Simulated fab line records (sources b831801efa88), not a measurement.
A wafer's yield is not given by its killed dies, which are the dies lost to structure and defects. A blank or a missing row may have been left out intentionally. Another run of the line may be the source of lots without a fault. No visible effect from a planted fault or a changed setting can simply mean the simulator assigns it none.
Problem report in the 8D (eight disciplines) form, filled by code ; flow gf180mcu ; the parts of the form that need people (team, actions taken, sign-off) are left out

1. WHAT IS WRONG
Wafers free of any fault read 602 nm (standard deviation 7) for V1_CVD_00_THK at GF_V1_THK_MEAS_01, against a mean of 718 nm on 6 wafers of 2 lots. Relative to the usual mean, that is a shift of +16 standard deviations.
First seen on wafer L612.3, day 23 05:44, on film_metro-01. The record has a number at this step for 36 wafers belonging to 12 lots. By rule, "out" or "out of limits" means more than 4 standard deviations away from the usual mean. The rest of the wafers with a number are treated as sound.

2. WHAT IT IS, WHAT IT ISN'T
question;is;is not
which readings at this step;V1_CVD_00_THK;-
which lots;L612, L613;L596, L598, L601, L602, L603, L604, L605, L606, L609, L610
which wafers of those lots;all that have a number;-
read on which gauges;film_metro-01;film_metro-02, film_metro-03
when;from day 23 05:44;up to then (30 sound wafers)

3. WHAT RULES OUT EACH SUSPECT
Counting: a tool at a process step up to the reading stays a suspect if it ran every lot that is out and no sound lot after the first of them.
- the gauge at GF_V1_THK_MEAS_01 is ruled out. All the wafers that are out were read on film_metro-01, but those of them that GF_V1_CVD_00 has rows for are out there too, on other tools.
- hdpcvd-02 at GF_V1_CVD_00 (deposits SiO2, target thk 600 nm, time 100 s): kept. Every lot that is out went through it, starting with L612 (day 23 05:38), and after that it ran no sound lot; the last sound lot it ran before then is L609 (day 22 10:16). Its own sih4_flow_sccm readings are out on those wafers.
After counting, what remains is hdpcvd-02 at GF_V1_CVD_00.

4. THE CAUSE (what the simulator had put in)
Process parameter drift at GF_V1_CVD_00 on hdpcvd-02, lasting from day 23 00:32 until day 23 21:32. A move of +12 in setting sih4_flow_sccm, from 60. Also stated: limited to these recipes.
Counting left only this tool.

5. THE EFFECT CHAIN, in route order
Each row: a reading where the mean over the struck wafers with a number is more than 3 standard deviations away from the usual. Scope: only readings with a usual standard deviation given in the record; hours: median across lots of the time from each lot's start at the first step in this table that gives one to its start at this step; sigmas: change in usual standard deviations.
hours;step;reading;usual;on struck wafers;change;sigmas
0;GF_V1_CVD_00;sih4_flow_sccm;59.99 sccm;72.11;+12.12;+71
0;GF_V1_THK_MEAS_01;V1_CVD_00_THK;602 nm;718;+116;+16
It contains these process steps:
- GF_V1_CVD_00: deposits SiO2, target thk 600 nm, time 100 s.

6. HOW IT WOULD HAVE BEEN CAUGHT EARLIER
5 hours passed between the start of the fault at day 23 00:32 and the first reading out of limits at a measuring or inspecting step in this record, taken at day 23 05:44.
At GF_V1_CVD_00, the tool's own readings (sih4_flow_sccm) were out on each struck wafer the step has a row for, so an alarm limit on them would have fired on the first such wafer.
L613, from the lots that are out (2), started GF_V1_CVD_00 on hdpcvd-02 later than day 23 05:44. A hold on the tool at that time would have spared it.
